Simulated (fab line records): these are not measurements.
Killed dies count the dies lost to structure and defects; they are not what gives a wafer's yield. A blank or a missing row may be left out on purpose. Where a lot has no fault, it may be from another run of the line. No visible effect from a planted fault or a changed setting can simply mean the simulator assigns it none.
Code-filled problem report in 8D (eight disciplines) form | flow gf180mcu | the parts of the form that need people (team, actions taken, sign-off) are left out

## 1. THE PROBLEM
cdNm at GF_V1_CD_MEAS_14 reads a mean of 249.2 nm on 6 wafers of 2 lots; wafers without a fault read 259.7 nm with a standard deviation of 1.3. Relative to the usual mean, that is a shift of -8.1 standard deviations.
The step: target cd 260 nm.
Seen first at day 23 13:47 on cdSem-01, wafer L902.4. The record has a number at this step for 39 wafers belonging to 13 lots. Rule for "out", or "out of limits": more than 4 standard deviations from the usual mean. The other wafers with a number count as sound.

## 2. WHAT IT IS, AND WHAT IT ISN'T
question                    | is                     | is not
which readings at this step | cdNm                   | -
which lots                  | L902, L903             | L888, L891, L892, L893, L894, L895, L896, L904, L905, L909, L910
which wafers of those lots  | all that have a number | -
read on which gauges        | cdSem-01, cdSem-02     | -
when                        | from day 23 13:47      | up to then (21 sound wafers); but 12 sound wafers of L904, L905, L909, L910 came after

## 3. THE SUSPECTS, EACH WITH WHAT RULES IT OUT
Counting: any tool at a process step up to the reading is kept as a suspect provided that every lot that is out went through it and no sound lot did after the first of them.
- the gauge at GF_V1_CD_MEAS_14: ruled out. 2 gauges (cdSem-01, cdSem-02) read the wafers that are out.
- lithoTrack-03 at GF_V1_SOFTBAKE_10 (time 60 s): ruled out as a lasting fault. Sound lots L909 ran on it after its first lot that is out, L902 (day 23 02:00).
Left after counting: nothing in the record.

## 4. THE CAUSE (what the simulator had put in)
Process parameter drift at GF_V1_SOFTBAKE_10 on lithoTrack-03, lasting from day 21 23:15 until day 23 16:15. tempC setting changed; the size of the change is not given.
The count ruled it out by mistake, since the rule takes a fault to strike every lot its tool runs from the start of the fault on, and this one did not do so.

## 5. THE CHAIN OF EFFECTS, in route order
Each row: a reading where the mean over the struck wafers with a number is more than 3 standard deviations away from the usual. Only readings whose record carries a usual standard deviation are examined. hours: median over the lots of the time between each lot's start at the first step of this table that gives one and its start at this step. sigmas: the change, counted in usual standard deviations.
hours | step              | reading           | usual    | on struck wafers | change | sigmas
0     | GF_V1_SOFTBAKE_10 | heaterPowerTotalW | 93.05 W  | 88.87            | -4.18  | -69
0     | GF_V1_SOFTBAKE_10 | plateTempC        | 130.00 C | 125.49           | -4.51  | -38
12    | GF_V1_CD_MEAS_14  | cdNm              | 259.7 nm | 249.2            | -10.5  | -8.1
Here are the process steps it includes:
- GF_V1_SOFTBAKE_10: time 60 s.
Later steps that measure or inspect, where all struck wafers having a row at the step show a number for every such reading and not one has moved that far: GF_M3_CD_MEAS_14.

## 6. HOW IT WOULD HAVE BEEN CAUGHT EARLIER
In this record the first reading out of limits at a measuring or inspecting step was taken at day 23 13:47, 39 hours after the fault began at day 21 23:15.
At GF_V1_SOFTBAKE_10, the tool's own readings (heaterPowerTotalW, plateTempC) were out on each struck wafer the step has a row for, so an alarm limit on them would have fired on the first such wafer.
